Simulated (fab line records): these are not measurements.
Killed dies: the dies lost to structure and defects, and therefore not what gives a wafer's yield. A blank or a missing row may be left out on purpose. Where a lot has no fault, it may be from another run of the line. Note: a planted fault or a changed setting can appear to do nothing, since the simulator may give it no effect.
8D (eight disciplines) problem report, filled in by code	flow sfq_line	the parts of the form that need people (team, actions taken, sign-off) are left out

## 1. THE PROBLEM
oes_product_au at SFQ_TRILAYER_I2_VIA_BARC_OPEN_VIA_ETCH_096 reads a mean of 0.894 a.u. on 1 wafer of 1 lot; wafers without a fault read 0.685 a.u. with a standard deviation of 0.005. That puts it +42 standard deviations away from the usual mean.
The step: etches BARC in O2, target depth 125 nm, time 41.7 s.
First seen on wafer L103.5, day 31 03:47, on rie_diel-03. Wafers with a number at this step in the record: 15, from 5 lots. The rule behind "out" and "out of limits": a value lying over 4 standard deviations away from the usual mean. The rest of the wafers with a number are treated as sound.

## 2. WHAT THIS IS AND IS NOT
question	is	is not
which readings at this step	oes_product_au, run_length_s	drypump_motor_current_A
which lots	L103	L106, L111, L114, L998
which wafers of those lots	L103.5	L103.4, L103.6
read on which tools	rie_diel-03	rie_diel-02, rie_diel-04
when	from day 31 03:47	up to then (5 sound wafers); but 9 sound wafers of L106, L111, L114 came after

## 3. SUSPECTS, AND WHAT RULES EACH OUT
Counting: any tool at a process step up to the reading remains a suspect provided it ran every lot that is out. Sound lots after the first of them don't rule it out here, since some wafers of a struck lot are sound.
- pecvd-02 at SFQ_TRILAYER_I2_DEP_PECVD_063 (deposits SiO2 from SiH4/N2O, time 111.11 s, target thk 500 nm): kept. It ran the lot that is out, L103 (day 26 05:13).
- cmp-01 at SFQ_TRILAYER_I2_CMP_CMP_064 (polishes SiO2): kept. It ran the lot that is out, L103 (day 26 13:02).
- film_metro-03 at SFQ_TRILAYER_I2_METRO_MEASURE_065: kept. L103, the lot that is out, went through it at day 26 16:16; up to then, the latest sound lot through it was L998 at day 23 19:36.
- rie_diel-03 at SFQ_TRILAYER_I2_VIA_BARC_OPEN_VIA_ETCH_096 (etches BARC in O2, target depth 125 nm, time 41.7 s): kept. L103, the lot that is out, went through it at day 31 03:47; up to then, the latest sound lot through it was L998 at day 28 04:14. On those wafers its own readings are out: oes_product_au, run_length_s.
- At SFQ_TRILAYER_I2_DEP_PECVD_063, inside pecvd-02: chamber 0 took the wafers that are out, while their sound lot-mates went through chambers 1, 2.
- At SFQ_TRILAYER_I2_VIA_BARC_OPEN_VIA_ETCH_096, inside rie_diel-03: chamber 2 took the wafers that are out, while their sound lot-mates went through chambers 0, 1.
Left after counting: pecvd-02 at SFQ_TRILAYER_I2_DEP_PECVD_063, cmp-01 at SFQ_TRILAYER_I2_CMP_CMP_064, film_metro-03 at SFQ_TRILAYER_I2_METRO_MEASURE_065, rie_diel-03 at SFQ_TRILAYER_I2_VIA_BARC_OPEN_VIA_ETCH_096.

## 4. THE CAUSE (what the simulator had put in)
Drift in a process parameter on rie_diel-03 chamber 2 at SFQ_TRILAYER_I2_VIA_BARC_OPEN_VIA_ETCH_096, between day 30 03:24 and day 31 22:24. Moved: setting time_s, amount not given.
This tool is one of the 4 suspects left after counting.

## 5. THE EFFECT CHAIN, in route order
Rows list readings where the struck wafers' mean (over those with a number) sits beyond 3 standard deviations from the usual. Only readings for which the record gives a usual standard deviation are gone through. hours: the time from each lot's start at the first step in this table that gives one to its start at this step, as a median over the lots. sigmas: the change in usual standard deviations.
hours	step	reading	usual	on struck wafers	change	sigmas
0	SFQ_TRILAYER_I2_VIA_BARC_OPEN_VIA_ETCH_096	oes_product_au	0.685 a.u.	0.894	+0.209	+42
0	SFQ_TRILAYER_I2_VIA_BARC_OPEN_VIA_ETCH_096	run_length_s	70.0 s	57.6	-12.4	-26
Here are the process steps it includes:
- SFQ_TRILAYER_I2_VIA_BARC_OPEN_VIA_ETCH_096: etches BARC in O2, target depth 125 nm, time 41.7 s.

## 6. HOW IT WOULD HAVE BEEN CAUGHT EARLIER
First out-of-limits reading in this record: day 31 03:47, which is 24 hours after fault onset at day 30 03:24.
